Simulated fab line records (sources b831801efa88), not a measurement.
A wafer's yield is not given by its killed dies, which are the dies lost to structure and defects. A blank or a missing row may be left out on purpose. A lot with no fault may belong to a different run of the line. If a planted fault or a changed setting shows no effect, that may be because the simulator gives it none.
fab line records    flow sky130    part 2 of 2: steps 43 to 43 of 43
record: lots: 6  wafers: 18  last-day: 49
route steps=708 shown VT_ADJUST_LVTN@104 VT_ADJUST_NCORE@119 VT_ADJUST_HVTR@131 VT_ADJUST_PCH@143 PAD_OPEN@708
lots with no fault: from the same line, run without faults
start-h: hours from the record's opening day to when the first of the lot's shown wafers began    wait-h: how many hours have passed since the lot's step before this one    " as in the row above    L1.1+2: one row covering several wafers at once    - value missing, or start not given    * or withheld: withheld    < > ~ a bound
route shown NAME@n: NAME is a module with steps in the file, n the number in the route of the first one    usual: mean and standard deviation over wafers with no fault    same: alike in all rows    chamber/n: place in a boat    sites: readings site by site    _std_site: standard deviation across them    _edge_site: inner sites' mean taken away from outer sites' mean    radius-mm: how far each site lies from the wafer's centre    mask NAME#n: copy n    behind: the tool/chamber that last shaped the wafer    hold: why the lot went on hold/how many hours it stayed there/how the hold came to an end    device: whichever transistor did not switch (one of n, p or np)    end of line: the same wafers' tests at the end of the route    a step given without rows: its recipe and nothing more    killed: dies that structure and defects cost at the first sort, which is not the same as the wafer's yield    map: shows each die of a wafer: x if killed, . if not, _ if none is there
set.NAME: the setting as run; set.NAME@STEP: as run at that earlier step    model.NAME: the simulator's own value behind a step, which no gauge read
a table for each step, a row for each wafer; lots at some steps of the route
services: a tool's chamber out of use, with start hour (start-h, from the record's first day; less than 0 if before it), hours out, and reason
== steps ==
step: SKY_PAD_OPEN_PROBE_99
usual: killed_at_M0_to_M3: 43/7.4  killed_at_M4_up: 3.1/1.9  killed-at-contacts: 25/5.4  killed-at-front-end: 15/4.3  killed-at-other: 0.3/0.54  killed-dies: 86/10  killed-on-rim: 17/4  killed-open: 46/7.4  killed-short: 40/7
same: gross-dies: 492  killed-at-back-side: 0
lot.wafer  tool       chamber  start-h  wait-h  killed_at_M0_to_M3  killed_at_M4_up  killed-at-contacts  killed-at-front-end  killed-at-other  killed-dies  killed-on-rim  killed-open  killed-short  model.etest.res-pwell-under-gate.rs-ohm-sq-range  model.etest.tip_n_5v.rs-ohm-sq-range  model.etest.nfet-g5v0d10v5.vt-v-range
L177.1     prober-01  -        1071.45  0.1     49                  5                30                  17                   1                102          23             51           49            48.03                                             35.04                                 0.0175
L177.4     prober-01  -        1071.60  0.2     43                  4                26                  15                   0                88           16             41           46            54.42                                             48.66                                 0.01737
L177.5     prober-01  -        1071.65  0.2     48                  4                17                  13                   0                82           16             34           48            55.94                                             31.21                                 0.01348
L178.2     prober-02  -        1080.68  0.1     47                  2                25                  14                   0                88           18             49           38            44.09                                             32.73                                 0.02072
L178.4     prober-02  -        1080.78  0.2     51                  4                41                  9                    0                105          19             56           49            62.48                                             27.67                                 0.01603
L178.5     prober-02  -        1080.83  0.2     49                  3                25                  12                   0                89           9              45           44            63.39                                             28.13                                 0.01717
L179.1     prober-01  -        1094.47  0.1     47                  9                23                  22                   1                102          19             50           52            44.35                                             19.93                                 0.01098
L179.2     prober-01  -        1094.52  0.1     40                  3                37                  10                   0                90           18             51           39            51.04                                             31.12                                 0.0159
L179.3     prober-01  -        1094.57  0.2     49                  1                21                  20                   0                91           19             50           40            61.48                                             32.52                                 0.01325
L191.3     prober-01  -        1162.84  0.2     48                  3                20                  13                   1                85           14             43           41            73.31                                             24.68                                 0.03311
L191.4     prober-01  -        1162.89  0.2     38                  2                22                  25                   1                88           10             45           42            49.22                                             32.11                                 0.0263
L191.6     prober-01  -        1162.99  0.2     40                  2                20                  17                   0                79           16             39           40            78.21                                             46.51                                 0.02506
L192.1     prober-02  -        1166.49  0.1     41                  3                30                  14                   1                89           8              45           43            88.52                                             42.24                                 0.02624
L192.2     prober-02  -        1166.54  0.1     50                  5                24                  22                   0                101          20             53           47            78.05                                             48.3                                  0.02611
L192.6     prober-02  -        1166.74  0.2     53                  1                20                  19                   0                93           23             49           43            56.28                                             54.66                                 0.03478
L194.1     prober-02  -        1187.52  0.1     37                  3                27                  15                   0                82           14             58           24            57.72                                             23.71                                 0.01089
L194.2     prober-02  -        1187.57  0.1     48                  3                30                  26                   0                107          16             56           50            67.81                                             21.77                                 0.01112
L194.3     prober-02  -        1187.62  0.2     46                  1                37                  22                   1                107          23             64           43            71.34                                             26.87                                 0.008726
killed by level:class
L177.1 VIA1:geometric-particle:open=12 LI_CONTACT:geometric-particle:open=8 CONTACT:geometric-particle:open=8 METAL2:geometric-particle:short=7 METAL1:geometric-particle:short=7 CONTACT:geometric-particle:short=6 VIA3:geometric-particle:open=6 VIA1:geometric-particle:short=5
L177.4 CONTACT:geometric-particle:open=11 VIA1:geometric-particle:short=7 VIA1:geometric-particle:open=7 METAL2:geometric-particle:short=7 LI_CONTACT:geometric-particle:open=6 LI_CONTACT:geometric-particle:short=5 VIA2:geometric-particle:open=5 METAL4:geometric-particle:short=4
L177.5 METAL2:geometric-particle:short=9 VIA1:geometric-particle:open=9 CONTACT:geometric-particle:short=6 CONTACT:geometric-particle:open=5 METAL1:geometric-particle:short=5 VIA1:geometric-particle:short=5 METAL3:geometric-particle:short=5 VIA3:geometric-particle:open=5
L178.2 CONTACT:geometric-particle:open=12 VIA1:geometric-particle:open=11 VIA3:geometric-particle:open=7 LI_CONTACT:geometric-particle:open=6 METAL1:geometric-particle:short=5 VIA2:geometric-particle:open=5 VIA2:geometric-particle:short=5 CONTACT:geometric-particle:short=4
L178.4 VIA1:geometric-particle:open=13 CONTACT:geometric-particle:short=10 LI_CONTACT:geometric-particle:open=9 CONTACT:geometric-particle:open=9 VIA3:geometric-particle:open=9 METAL2:geometric-particle:short=7 LOCAL_INTERCONNECT:geometric-particle:short=7 VIA2:geometric-particle:open=7
L178.5 CONTACT:geometric-particle:open=11 METAL1:geometric-particle:short=9 VIA3:geometric-particle:open=8 VIA1:geometric-particle:open=7 VIA3:geometric-particle:short=6 VIA2:geometric-particle:open=6 METAL2:geometric-particle:short=5 LI_CONTACT:geometric-particle:open=4
L179.1 VIA3:geometric-particle:open=11 METAL4:geometric-particle:short=8 POLY_GATE:geometric-particle:open=7 LI_CONTACT:geometric-particle:short=7 LI_CONTACT:geometric-particle:open=7 VIA1:geometric-particle:short=6 VIA3:geometric-particle:short=6 VIA1:geometric-particle:open=6
L179.2 LI_CONTACT:geometric-particle:open=12 METAL2:geometric-particle:short=8 CONTACT:geometric-particle:open=8 VIA1:geometric-particle:open=8 CONTACT:geometric-particle:short=7 VIA3:geometric-particle:open=7 LOCAL_INTERCONNECT:geometric-particle:short=5 VIA2:geometric-particle:open=5
L179.3 LI_CONTACT:geometric-particle:open=11 METAL2:geometric-particle:short=9 VIA1:geometric-particle:open=8 CONTACT:geometric-particle:open=7 VIA2:geometric-particle:open=7 VIA3:geometric-particle:short=6 POLY_GATE:geometric-particle:open=5 METAL1:geometric-particle:short=5
L191.3 VIA1:geometric-particle:open=11 VIA3:geometric-particle:open=9 CONTACT:geometric-particle:open=7 VIA1:geometric-particle:short=7 FIELD_ISO:geometric-particle:short=6 METAL2:geometric-particle:short=6 METAL1:geometric-particle:short=6 LI_CONTACT:geometric-particle:open=5
L191.4 VIA1:geometric-particle:open=10 LI_CONTACT:geometric-particle:open=6 LOCAL_INTERCONNECT:geometric-particle:short=6 POLY_GATE:geometric-particle:open=5 CONTACT:geometric-particle:open=5 VIA2:geometric-particle:open=5 FIELD_ISO:geometric-particle:short=4 SPACER:geometric-particle:short=4
L191.6 VIA1:geometric-particle:open=11 VIA1:geometric-particle:short=8 POLY_GATE:geometric-particle:short=6 LI_CONTACT:geometric-particle:open=6 METAL1:geometric-particle:short=5 VIA3:geometric-particle:open=5 FIELD_ISO:geometric-particle:open=4 LOCAL_INTERCONNECT:geometric-particle:short=4
L192.1 LI_CONTACT:geometric-particle:open=9 VIA1:geometric-particle:open=9 CONTACT:geometric-particle:open=8 VIA3:geometric-particle:open=6 LI_CONTACT:geometric-particle:short=5 VIA1:geometric-particle:short=5 VIA2:geometric-particle:open=5 FIELD_ISO:geometric-particle:short=4
L192.2 VIA1:geometric-particle:open=12 FIELD_ISO:geometric-particle:short=10 VIA2:geometric-particle:open=9 VIA1:geometric-particle:short=7 LI_CONTACT:geometric-particle:open=6 CONTACT:geometric-particle:open=6 VIA3:geometric-particle:open=6 METAL1:geometric-particle:short=6
L192.6 VIA1:geometric-particle:open=13 CONTACT:geometric-particle:open=10 METAL2:geometric-particle:short=8 VIA3:geometric-particle:open=8 VIA1:geometric-particle:short=6 POLY_GATE:geometric-particle:short=6 METAL1:geometric-particle:short=6 FIELD_ISO:geometric-particle:open=3
L194.1 CONTACT:geometric-particle:open=17 VIA1:geometric-particle:open=14 VIA3:geometric-particle:open=6 POLY_GATE:geometric-particle:open=5 VIA1:geometric-particle:short=5 POLY_GATE:geometric-particle:short=4 CONTACT:geometric-particle:short=3 METAL1:geometric-particle:short=3
L194.2 CONTACT:geometric-particle:open=15 VIA1:geometric-particle:open=13 FIELD_ISO:geometric-particle:short=8 VIA1:geometric-particle:short=8 FIELD_ISO:geometric-particle:open=7 CONTACT:geometric-particle:short=6 VIA3:geometric-particle:open=6 POLY_GATE:geometric-particle:short=5
L194.3 VIA1:geometric-particle:open=17 CONTACT:geometric-particle:open=13 CONTACT:geometric-particle:short=10 POLY_GATE:geometric-particle:open=9 FIELD_ISO:geometric-particle:open=6 LOCAL_INTERCONNECT:geometric-particle:short=5 VIA2:geometric-particle:short=4 LI_CONTACT:geometric-particle:open=4
== services ==
tool             chamber  start-h  hours  kind
plasma-asher-04  0        117.75   -      clean
plasma-asher-04  1        117.75   -      clean
implanter-02     -        133.85   3.7    pm
implanter-02     -        160.02   4.9    repair
plasma-asher-03  -        162.50   0.8    repair
plasma-asher-01  -        180.68   1.0    repair
implanter-01     -        184.36   3.0    repair
plasma-asher-01  -        190.72   5.4    repair
plasma-asher-01  -        193.62   7.4    repair
implanter-01     -        195.69   7.5    repair
implanter-02     -        196.11   2.9    pm
implanter-01     -        227.65   4.0    pm
plasma-asher-03  -        229.82   0.3    repair
implanter-02     -        234.91   1.5    repair
plasma-asher-01  -        239.41   1.6    repair
implanter-02     -        249.80   2.9    repair
plasma-asher-03  -        252.71   2.8    pm
plasma-asher-01  -        267.53   15.6   pm
plasma-asher-04  -        277.87   0.9    repair
plasma-asher-04  -        278.74   14.6   pm
plasma-asher-01  -        283.13   2.8    pm
plasma-asher-04  -        328.04   3.7    repair
== key ==
first-sign none at tools or gauges
model-effect: step: SKY_PAD_OPEN_PROBE_99  value: etest.res-pwell-under-gate.rs-ohm-sq-range  without: 48.7  struck: 70.6
met-at SKY_VT_ADJUST_LVTN_IMPLANT_19
struck-wafers L191.3,L191.4,L191.6,L192.1,L192.2,L192.6
tester-left-out L191,L192
onset-between 169.00 262.22
fault: kind: process-parameter-drift  tool: implanter-02  chamber: -  onset-h: 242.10  steps: SKY_VT_ADJUST_LVTN_IMPLANT_19  channel: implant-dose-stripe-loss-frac  offset: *  shape: step  end-h: 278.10
tester-left-out: of these lots the tester's yield and bins aren't shown, on N5 and GAA mostly nor the transistor test; their killed dies are dies lost to structure and defects alone, not to doping, threshold or leakage, so they don't give the yield
